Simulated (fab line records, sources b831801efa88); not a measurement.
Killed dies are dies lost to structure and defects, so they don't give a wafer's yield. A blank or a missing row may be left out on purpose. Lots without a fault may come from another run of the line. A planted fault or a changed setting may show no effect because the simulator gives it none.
Chamber matching | flow sky130 | SKY_LI_CONTACT_CMP_02 on cmp-01: 4 sister chambers
The step polishes PSG. 7 wafers are shown with their chamber, then 6 later ones without.

WAFERS WITH THEIR CHAMBER
wafer  | chamber | motor_current_A (A) | time_to_endpoint_s (s)
L643.3 | 3       | 11.7                | 31.4
L643.6 | 3       | 12.1                | 34.7
L646.2 | 2       | 13.3                | 33.8
L648.1 | 0       | 12.6                | 32.5
L648.6 | 1       | 11.8                | 35.9
L658.3 | 0       | 12.7                | 34.5
L658.5 | 1       | 11.4                | 36.7

WAFERS WITHOUT THEIR CHAMBER
wafer  | motor_current_A (A) | time_to_endpoint_s (s)
L661.3 | 13.2                | 38.5
L661.4 | 11.1                | 39.8
L661.5 | 11.6                | 36.7
L664.2 | 12.2                | 36.0
L664.3 | 11.8                | 35.4
L664.4 | 14.0                | 33.0

WHICH CHAMBER EACH WENT THROUGH
wafer  | from the rows above          | in truth
L661.3 | can't be placed: 2 or 0      | 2
L661.4 | 1                            | 1
L661.5 | 1                            | 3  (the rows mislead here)
L664.2 | can't be placed: 3 or 0 or 1 | 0
L664.3 | can't be placed: 1 or 3      | 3
L664.4 | 2                            | 2
Placed correctly: 2 of 6. Can't be placed from these rows: 3 (the true chamber is among the candidates in 3). Placed wrongly: 1.
How it was worked out, from the rows above alone: a wafer's distance from a chamber is the root of the sum, over the readings, of the square of ((its reading less the chamber's mean) divided by the reading's scatter). The wafer belongs to the nearest chamber; if the next one is less than 2 further off, it can't be placed. A chamber's mean is the mean of its shown wafers. The scatter: the root of (the sum of the squares of (reading less its chamber's mean) over the shown wafers, divided by (wafers less chambers)).
